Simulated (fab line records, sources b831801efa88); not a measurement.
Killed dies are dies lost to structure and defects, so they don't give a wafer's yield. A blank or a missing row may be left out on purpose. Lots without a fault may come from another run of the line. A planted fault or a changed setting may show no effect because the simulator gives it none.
Problem report in the 8D (eight disciplines) form, filled by code | flow sky130 | the parts of the form that need people (team, actions taken, sign-off) are left out

1. THE PROBLEM
SONOS_ONO_OXIDATION_THK at SKY_SONOS_ONO_THK_MEAS_01 reads a mean of 2.15 nm on 6 wafers of 2 lots; wafers without a fault read 2.56 nm with a standard deviation of 0.067. That is -6.2 standard deviations from the usual mean.
First seen on wafer L595.1, day 14 09:19, on film_metro-02. The record holds 30 wafers of 10 lots with a number at this step. Rule for "out", or "out of limits": more than 4 standard deviations from the usual mean. The other wafers with a number count as sound.

2. WHAT IT IS AND WHAT IT IS NOT
question                    | is                           | is not
which readings at this step | SONOS_ONO_OXIDATION_THK      | -
which lots                  | L595, L598                   | L586, L588, L589, L594, L599, L602, L603, L607
which wafers of those lots  | all that have a number       | -
read on which gauges        | film_metro-02, film_metro-03 | film_metro-01
when                        | from day 14 09:19            | up to then (12 sound wafers); but 12 sound wafers of L599, L602, L603, L607 came after

3. SUSPECTS, AND WHAT RULES EACH OUT
Counting: a tool at a process step up to the reading stays a suspect if it ran every lot that is out and no sound lot after the first of them.
- the gauge at SKY_SONOS_ONO_THK_MEAS_01: ruled out. The wafers that are out were read on 2 gauges (film_metro-02, film_metro-03).
- furnace-02 at SKY_SONOS_ONO_OXIDATION_00 (stabilise 600 s, purge 300 s, target thk 2.6 nm): kept. It ran every lot that is out, first L595 (day 14 07:59), and no sound lot after that; its last sound lot up to then is L594 (day 14 04:40). Its own readings are out on those wafers: spike_tc_centre_C, spike_tc_lower_C, spike_tc_upper_C, tube_center_temp_C, tube_center_temp_C_max.
Left after counting: furnace-02 at SKY_SONOS_ONO_OXIDATION_00.

4. THE CAUSE (what the simulator had put in)
Process parameter drift: furnace-02, from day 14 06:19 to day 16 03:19, at SKY_SONOS_ONO_OXIDATION_00. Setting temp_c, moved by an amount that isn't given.
Counting left only this tool.

5. THE CHAIN OF EFFECTS, in route order
Each row: a reading whose mean over the struck wafers that have a number lies more than 3 standard deviations from the usual. Only readings for which the record gives a usual standard deviation are gone through. hours: the time from each lot's start at the first step in this table that gives one to its start at this step, as a median over the lots. sigmas: the change in usual standard deviations.
hours | step                       | reading                 | usual   | on struck wafers | change | sigmas
0     | SKY_SONOS_ONO_OXIDATION_00 | spike_tc_centre_C       | 800.7 C | 789.3            | -11.4  | -10
0     | SKY_SONOS_ONO_OXIDATION_00 | spike_tc_lower_C        | 800.4 C | 787.5            | -12.9  | -10
0     | SKY_SONOS_ONO_OXIDATION_00 | spike_tc_upper_C        | 800.1 C | 786.9            | -13.2  | -10
0     | SKY_SONOS_ONO_OXIDATION_00 | tube_center_temp_C      | 800 C   | 788              | -12    | -99 or more
0     | SKY_SONOS_ONO_OXIDATION_00 | tube_center_temp_C_max  | 802.1   | 790.4            | -11.8  | -31
1     | SKY_SONOS_ONO_THK_MEAS_01  | SONOS_ONO_OXIDATION_THK | 2.56 nm | 2.15             | -0.41  | -6.2
The process steps in it:
- SKY_SONOS_ONO_OXIDATION_00: stabilise 600 s, purge 300 s, target thk 2.6 nm.

6. WHAT WOULD HAVE CAUGHT IT SOONER
In this record the first reading out of limits at a measuring or inspecting step was taken at day 14 09:19, 3 hours after the fault began at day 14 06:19.
The tool's own readings at SKY_SONOS_ONO_OXIDATION_00 were out on every struck wafer that the step has a row for (spike_tc_centre_C, spike_tc_lower_C, spike_tc_upper_C, tube_center_temp_C, tube_center_temp_C_max): an alarm limit on them would have fired on the first of those.
Of the lots that are out (2), L598 began SKY_SONOS_ONO_OXIDATION_00 on furnace-02 after day 14 09:19. A hold on the tool at that time would have spared it.
